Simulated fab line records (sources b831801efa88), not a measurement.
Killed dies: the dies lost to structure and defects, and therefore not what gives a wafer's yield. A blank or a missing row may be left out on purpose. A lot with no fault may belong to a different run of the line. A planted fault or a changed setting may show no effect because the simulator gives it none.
Which tool is to blame? -- flow gf180mcu -- Sampling: 14 lots, 42 wafers, 3 of 602 route steps

== WHAT EACH GAUGE READ, for each wafer ==
The record holds no reading of a measuring or inspecting step that can be judged against a usual standard deviation.

== EACH LOT AND THE TOOL THAT RAN IT (in order: tool; ch and the chambers of the sampled wafers; start) ==
lot,GF_V4_SPUTTER_21,GF_V4_CMP_26,GF_MIM_SPUTTER_03
L959,"pvd sputter-03, day 24 19:31","cmp-02 ch 0,1, day 24 19:55","pvd sputter-01, day 24 20:22"
L960,"pvd sputter-03, day 25 03:05","cmp-02 ch 2,3, day 25 03:29","pvd sputter-01, day 25 03:56"
L961,"pvd sputter-04, day 25 08:29","cmp-01 ch 0,2,3, day 25 08:53","pvd sputter-03, day 25 09:20"
L963,"pvd sputter-02, day 26 05:41","cmp-01 ch 1,2,3, day 26 06:05","pvd sputter-03, day 26 06:32"
L965,"pvd sputter-03, day 26 17:46","cmp-02 ch 1,2,3, day 26 18:09","pvd sputter-04, day 26 18:37"
L967,"pvd sputter-02, day 27 13:02","cmp-02 ch 0,1, day 27 13:29","pvd sputter-04, day 27 13:53"
L968,"pvd sputter-04, day 27 19:27","cmp-02 ch 0,3, day 27 19:53","pvd sputter-03, day 27 20:18"
L970,"pvd sputter-03, day 28 08:29","cmp-02 ch 0,2,3, day 28 08:53","pvd sputter-01, day 28 09:20"
L971,"pvd sputter-02, day 28 22:33","cmp-02 ch 1,3, day 28 22:57","pvd sputter-03, day 28 23:25"
L972,"pvd sputter-04, day 29 05:35","cmp-01 ch 0,1,3, day 29 06:02",-
L973,"pvd sputter-03, day 29 10:42","cmp-01 ch 1,3, day 29 11:05",-
L974,"pvd sputter-03, day 29 14:41","cmp-02 ch 0,1,2, day 29 15:05","pvd sputter-04, day 29 15:32"
L976,"pvd sputter-04, day 30 08:55","cmp-01 ch 0,1,3, day 30 09:19","pvd sputter-01, day 30 09:46"
L981,"pvd sputter-02, day 31 06:53","cmp-01 ch 1,3, day 31 07:20","pvd sputter-03, day 31 07:44"
- GF_V4_SPUTTER_21: material Ti, target thk 15 nm, time 80.02 s.
- GF_V4_CMP_26: polishes, stops on SiO2, t overpolish 15 s, target thk 0 nm.
- GF_MIM_SPUTTER_03: material Ti, target thk 10 nm, time 6.7 s.

== AS READ BY THE TOOLS THEMSELVES (means over the sampled wafers that have a number; for cases with no such wafer, the mark the record gives instead) ==
GF_V4_SPUTTER_21. Usual: cathode dc power W 2500.0 W, standard deviation 0.48; chamber pressure pa 4.999 Pa, standard deviation 0.01; throttle valve pct 30.1 %, standard deviation 0.85.
lot,tool,cathode dc power W (W),chamber pressure pa (Pa),throttle valve pct (%),flag
L959,pvd sputter-03,2500.3,5.008,30.9,
L960,pvd sputter-03,2499.7,4.998,30.7,
L961,pvd sputter-04,2500.1,5.004,30.0,
L963,pvd sputter-02,2499.6,5.006,29.4,
L965,pvd sputter-03,2500.5,5.012,30.0,
L967,pvd sputter-02,2499.8,4.987,29.7,
L968,pvd sputter-04,2500.0,5.007,30.0,
L970,pvd sputter-03,2499.9,4.993,30.5,
L971,pvd sputter-02,2500.0,5.009,29.4,
L972,pvd sputter-04,-,-,-,OFF
L973,pvd sputter-03,-,-,-,OFF
L974,pvd sputter-03,2499.9,5.002,30.4,
L976,pvd sputter-04,2499.6,5.005,30.4,
L981,pvd sputter-02,2500.1,4.993,30.0,

GF_V4_CMP_26. Usual: motor current A 10.8 A, standard deviation 1; slurry filter dp kPa 13.50 kPa, standard deviation 0.14.
lot,tool,motor current A (A),slurry filter dp kPa (kPa),flag
L959,cmp-02,11.7,13.46,
L960,cmp-02,9.7,13.47,
L961,cmp-01,11.1,13.55,
L963,cmp-01,11.4,13.47,
L965,cmp-02,10.5,13.38,
L967,cmp-02,11.8,13.48,
L968,cmp-02,10.7,13.61,
L970,cmp-02,10.4,13.54,
L971,cmp-02,11.2,13.31,
L972,cmp-01,11.4,13.60,
L973,cmp-01,12.0,13.56,
L974,cmp-02,11.0,13.53,
L976,cmp-01,11.1,13.53,
L981,cmp-01,11.8,13.56,

GF_MIM_SPUTTER_03. Usual: cathode dc power W 2999.9 W, standard deviation 0.52; chamber pressure pa 0.3001 Pa, standard deviation 0.00061; throttle valve pct 30.5 %, standard deviation 1.1.
lot,tool,cathode dc power W (W),chamber pressure pa (Pa),throttle valve pct (%),flag
L959,pvd sputter-01,2999.8,0.3006,29.9,
L960,pvd sputter-01,2999.9,0.2997,30.7,
L961,pvd sputter-03,2999.9,0.3003,31.0,
L963,pvd sputter-03,3000.3,0.3001,30.0,
L965,pvd sputter-04,3000.0,0.3000,30.5,
L967,pvd sputter-04,2999.6,0.2996,30.4,
L968,pvd sputter-03,3000.1,0.3004,30.6,
L970,pvd sputter-01,3000.1,0.3001,31.4,
L971,pvd sputter-03,2999.7,0.2996,30.2,
L974,pvd sputter-04,3000.3,0.2998,31.0,
L976,pvd sputter-01,2999.7,0.3003,31.4,
L981,pvd sputter-03,3000.3,0.3002,29.8,

== THE ANSWER, worked out from the rows above alone ==
Rule: a lot is off if the mean of its wafers that have a number lies more than 3 standard deviations from the usual mean. A lot without any number at a reading at which 4 lots or more have one is off too. The other lots that the step has rows for count as sound. The gauges are gone through in route order, then the tools' own readings, and for those a lot's mean is taken as printed above. The first step at which some lot is off is used, and at that step the reading that is off furthest; a lot without a number counts as furthest.
Off: L972, L973 (GF_V4_SPUTTER_21, cathode dc power W). Without a number there: L972, L973.
If a tool, at that step or one of the process steps before it, ran each lot that is off and ran no sound lot following the first of them, it fits. No candidate that was tried fits.

== WHAT HAD BEEN PUT IN BY THE SIMULATOR ==
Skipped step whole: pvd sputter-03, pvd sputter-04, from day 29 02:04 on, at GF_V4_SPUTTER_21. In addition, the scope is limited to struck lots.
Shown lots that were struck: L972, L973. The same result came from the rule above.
